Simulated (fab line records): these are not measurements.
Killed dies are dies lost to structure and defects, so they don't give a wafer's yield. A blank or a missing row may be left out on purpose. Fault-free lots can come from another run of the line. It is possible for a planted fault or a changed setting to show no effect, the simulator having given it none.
What tool caused it? ; flow gf180mcu ; 11 lots, 33 wafers sampled, at 5 steps of a route of 602

## WHAT THE GAUGES READ, wafer by wafer
GF_TOP_METAL_THK_MEAS_06: measures by xrf. Usual: TOP_METAL_ALCU_THK typically reads 892 nm, with standard deviation 11.
lot;measured;on;TOP_METAL_ALCU_THK (nm);flag
L436;day 28 08:22;film-metro-03;873 888 864;
L437;day 28 09:58;film-metro-02;888 904 892;
L439;day 28 21:08;film-metro-04;886 900 893;
L440;day 29 14:53;film-metro-03;887 894 891;
L441;day 29 22:52;film-metro-02;879 881 888;
L443;day 30 10:14;film-metro-02;873 880 887;
L448;day 31 19:35;film-metro-02;886 895 885;
L452;day 32 15:49;film-metro-02;903 883 893;
L453;day 33 00:14;film-metro-03;890 904 892;
L454;day 33 02:46;film-metro-02;881 881 889;
L455;day 33 10:45;film-metro-02;891 900 898;

GF_TOP_METAL_CD_MEAS_14: target cd 440 nm. Usual: cd-nm reads 440.5 nm (standard deviation 2.1).
lot;measured;on;cd-nm (nm);flag
L436;day 29 03:41;cd-sem-02;440.7 439.4 442.2;
L437;day 29 05:22;cd-sem-01;437.3 436.9 437.2;
L439;day 29 15:47;cd-sem-02;436.4 438.5 437.7;
L440;day 30 09:52;cd-sem-02;439.4 437.8 440.1;
L441;day 30 16:38;cd-sem-02;442.5 442.6 440.6;
L443;day 31 03:14;cd-sem-01;441.9 439.8 438.6;
L448;day 32 10:53;cd-sem-01;431.2 433.9 435.7;OFF
L452;day 33 07:47;cd-sem-02;434.2 432.9 432.4;OFF
L453;day 33 15:44;cd-sem-02;442.9 438.7 441.6;
L454;day 33 18:11;cd-sem-02;437.5 440.2 441.4;
L455;day 34 01:59;cd-sem-02;443.9 442.6 443.3;

## EACH LOT AND THE TOOL THAT RAN IT (in order: tool; ch and the chambers of the sampled wafers; start)
lot;GF_V5_ETCH_16;GF_V5_SPUTTER_22;GF_TOP_METAL_COAT_09
L436;rie-diel-04 ch 0,1,3, day 28 06:34;pvd-sputter-04, day 28 07:23;litho-track-04 ch 0, day 28 17:32
L437;rie-diel-02 ch 0,1,2, day 28 08:13;pvd-sputter-03, day 28 09:00;litho-track-03 ch 0, day 28 19:31
L439;rie-diel-02 ch 1,2,3, day 28 19:22;pvd-sputter-01, day 28 20:10;litho-track-04 ch 0, day 29 06:35
L440;rie-diel-03 ch 1,2,3, day 29 13:10;pvd-sputter-04, day 29 13:55;litho-track-04 ch 0, day 30 00:22
L441;rie-diel-02 ch 0,1,2, day 29 21:08;pvd-sputter-04, day 29 21:53;litho-track-04 ch 0, day 30 07:58
L443;rie-diel-03 ch 0,2, day 30 08:31;pvd-sputter-03, day 30 09:16;litho-track-02 ch 0, day 30 18:29
L448;rie-diel-04 ch 1,2,3, day 31 17:44;pvd-sputter-01, day 31 18:29;litho-track-04 ch 0, day 32 03:05
L452;rie-diel-02 ch 0,2,3, day 32 13:56;pvd-sputter-01, day 32 14:50;litho-track-04 ch 0, day 33 00:20
L453;rie-diel-02 ch 0,1,3, day 32 22:29;pvd-sputter-03, day 32 23:16;litho-track-02 ch 0, day 33 07:08
L454;rie-diel-04 ch 2,3, day 33 00:59;pvd-sputter-01, day 33 01:47;litho-track-03 ch 0, day 33 09:47
L455;rie-diel-02 ch 0,1,2, day 33 09:01;pvd-sputter-04, day 33 09:46;litho-track-03 ch 0, day 33 18:47
- GF_V5_ETCH_16: etches BARC in N2/H2.
- GF_V5_SPUTTER_22: material TiN, target thk 10 nm, time 40 s.
- GF_TOP_METAL_COAT_09: resist thk 1500 nm.

## WHAT THE TOOLS THEMSELVES READ (means of the sampled wafers that have a number; where no wafer has one, the mark that the record gives instead)
GF_V5_ETCH_16. Usual: drypump-motor-current-A 5.5 A, standard deviation 0.49; oes-product-au 0.855 a.u., standard deviation 0.005; throttle-valve-pct 13.224 %, standard deviation 0.0092.
lot;tool;drypump-motor-current-A (A);oes-product-au (a.u.);throttle-valve-pct (%);flag
L436;rie-diel-04;5.1;0.856;13.221;
L437;rie-diel-02;5.5;0.852;13.223;
L439;rie-diel-02;5.5;0.851;13.220;
L440;rie-diel-03;5.7;0.853;13.222;
L441;rie-diel-02;5.5;0.857;13.222;
L443;rie-diel-03;5.8;0.851;13.228;
L448;rie-diel-04;5.2;0.851;13.215;
L452;rie-diel-02;5.5;0.854;13.225;
L453;rie-diel-02;5.4;0.856;13.225;
L454;rie-diel-04;5.1;0.855;13.225;
L455;rie-diel-02;5.5;0.859;13.226;

GF_V5_SPUTTER_22. Usual: throttle-valve-pct reads 30.2 % (standard deviation 1.1).
lot;tool;throttle-valve-pct (%);flag
L436;pvd-sputter-04;29.5;
L437;pvd-sputter-03;30.1;
L439;pvd-sputter-01;30.8;
L440;pvd-sputter-04;29.9;
L441;pvd-sputter-04;31.3;
L443;pvd-sputter-03;30.2;
L448;pvd-sputter-01;29.9;
L452;pvd-sputter-01;29.8;
L453;pvd-sputter-03;30.2;
L454;pvd-sputter-01;30.0;
L455;pvd-sputter-04;31.3;

GF_TOP_METAL_COAT_09. Usual: spin-speed-rpm reads 3000.0 rpm (standard deviation 2.1).
lot;tool;spin-speed-rpm (rpm);flag
L436;litho-track-04;3003.7;
L437;litho-track-03;2999.9;
L439;litho-track-04;3002.8;
L440;litho-track-04;2998.7;
L441;litho-track-04;2999.4;
L443;litho-track-02;3000.7;
L448;litho-track-04;3382.2;OFF
L452;litho-track-04;3385.6;OFF
L453;litho-track-02;3000.1;
L454;litho-track-03;3000.7;
L455;litho-track-03;2999.1;

## THE ANSWER, worked out from the rows above alone
Rule: a lot counts as off when the mean over its wafers that have a number is more than 3 standard deviations away from the usual mean. A lot without any number at a reading at which 4 lots or more have one is off too. Where the step has rows for the other lots, those lots are counted as sound. The gauges are gone through in route order, then the tools' own readings, and for those a lot's mean is taken as printed above. At the first step where some lot is off, the reading lying furthest off is the one used; lots without a number count as furthest.
Off at GF_TOP_METAL_CD_MEAS_14 (cd-nm): L448, L452.
If a tool, at a process step before that reading, ran all the lots that are off and no sound lot after the first of them, it fits. The gauges at GF_TOP_METAL_CD_MEAS_14 aren't tried: what is off there is off at GF_TOP_METAL_COAT_09 too, on other tools, and a gauge's error can't cause that. One fits: litho-track-04 at GF_TOP_METAL_COAT_09. Its last sound lot is L441 (day 30 07:58), its first lot that is off L448 (day 32 03:05): a fault that began between those two fits.
The tool's own readings at GF_TOP_METAL_COAT_09 bear it out: on the lots that are off they differ by more than 5 times the standard deviation of the sound lots' means. spin-speed-rpm reads 3383.9 rpm there against 3000.6 rpm on the sound lots.

## WHAT THE SIMULATOR HAD INSERTED
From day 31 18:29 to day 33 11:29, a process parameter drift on litho-track-04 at GF_TOP_METAL_COAT_09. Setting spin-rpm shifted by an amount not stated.
Struck lots among those shown: L448, L452. The rule above reached the same finding.
